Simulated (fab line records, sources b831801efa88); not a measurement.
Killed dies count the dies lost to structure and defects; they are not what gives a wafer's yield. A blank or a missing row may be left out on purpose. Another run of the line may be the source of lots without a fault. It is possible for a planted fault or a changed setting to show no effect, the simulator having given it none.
Which tool is to blame? -- flow sky130 -- Sampling: 12 lots, 36 wafers, 2 of 708 route steps

WHAT THE GAUGES READ, wafer by wafer
SKY_SONOS_ONO_THK_MEAS_03. Usual: SONOS_ONO_CVD_02_THK 10.54 nm, standard deviation 0.15.
lot,measured,on,SONOS_ONO_CVD_02_THK (nm),flag
L503,day 11 08:29,film metro-04,10.79 10.82 10.75,
L504,day 11 16:39,film metro-01,10.72 10.63 10.74,
L508,day 13 12:16,film metro-02,10.56 10.60 10.55,
L509,day 13 22:07,film metro-04,10.57 10.53 10.40,
L510,day 13 22:07,film metro-01,10.33 10.30 10.35,
L511,day 14 06:22,film metro-02,10.34 10.41 10.40,
L515,day 15 11:17,film metro-04,10.40 10.49 10.53,
L516,day 15 15:35,film metro-04,10.60 10.55 10.54,
L518,day 16 06:53,film metro-01,10.50 10.50 10.45,
L523,day 18 03:20,film metro-02,10.69 10.60 10.70,
L525,day 18 13:03,film metro-04,10.52 10.48 10.60,
L526,day 18 23:22,film metro-01,10.72 10.63 10.64,

WHICH TOOL RAN EACH LOT (tool, then ch and the chambers of the sampled wafers, then the start)
lot,SKY_VT_ADJUST_HVTP_STRIP_10
L503,"plasma asher-04 ch 0,1, day 6 00:06"
L504,"plasma asher-03 ch 0,1, day 6 06:17"
L508,"plasma asher-04 ch 1, day 7 13:45"
L509,"plasma asher-02 ch 0,1, day 7 19:18"
L510,"plasma asher-03 ch 0,1, day 7 22:09"
L511,"plasma asher-04 ch 0,1, day 8 06:42"
L515,"plasma asher-03 ch 0,1, day 9 07:18"
L516,"plasma asher-02 ch 0,1, day 9 11:09"
L518,"plasma asher-04 ch 0,1, day 10 00:44"
L523,"plasma asher-04 ch 0,1, day 11 08:57"
L525,"plasma asher-04 ch 0,1, day 11 17:42"
L526,"plasma asher-03 ch 0,1, day 12 03:15"
- SKY_VT_ADJUST_HVTP_STRIP_10: strips in O2/N2.

AS READ BY THE TOOLS THEMSELVES (means over the sampled wafers that have a number; for cases with no such wafer, the mark the record gives instead)
SKY_VT_ADJUST_HVTP_STRIP_10. Usual: drypump motor current A 5.6 A, standard deviation 0.4; oes product au 0.716 a.u., standard deviation 0.0047; strip time to endpoint s 14.14 s, standard deviation 0.039.
lot,tool,drypump motor current A (A),oes product au (a.u.),strip time to endpoint s (s),flag
L503,plasma asher-04,5.8,0.719,14.12,
L504,plasma asher-03,5.1,0.718,14.12,
L508,plasma asher-04,5.7,0.716,14.15,
L509,plasma asher-02,5.3,0.714,14.17,
L510,plasma asher-03,5.3,0.719,14.16,
L511,plasma asher-04,6.0,0.716,14.13,
L515,plasma asher-03,5.1,0.719,14.13,
L516,plasma asher-02,5.3,0.714,14.12,
L518,plasma asher-04,5.8,0.714,14.14,
L523,plasma asher-04,6.0,0.712,14.17,
L525,plasma asher-04,5.9,0.715,14.23,
L526,plasma asher-03,5.1,0.712,14.15,

THE ANSWER, worked out from the rows above alone
Rule: lot off if the mean of its wafers having a number is beyond 3 standard deviations from the usual mean. Also off: a lot with no number at a reading for which 4 or more lots have one. The other lots that the step has rows for count as sound. First the gauges in route order, then the tools' own readings, where a lot's mean is used as printed above. The first step at which some lot is off is used, and at that step the reading that is off furthest; a lot without a number counts as furthest.
Nothing can be told from this: no lot is off at any reading shown.

WHAT HAD BEEN PUT IN BY THE SIMULATOR
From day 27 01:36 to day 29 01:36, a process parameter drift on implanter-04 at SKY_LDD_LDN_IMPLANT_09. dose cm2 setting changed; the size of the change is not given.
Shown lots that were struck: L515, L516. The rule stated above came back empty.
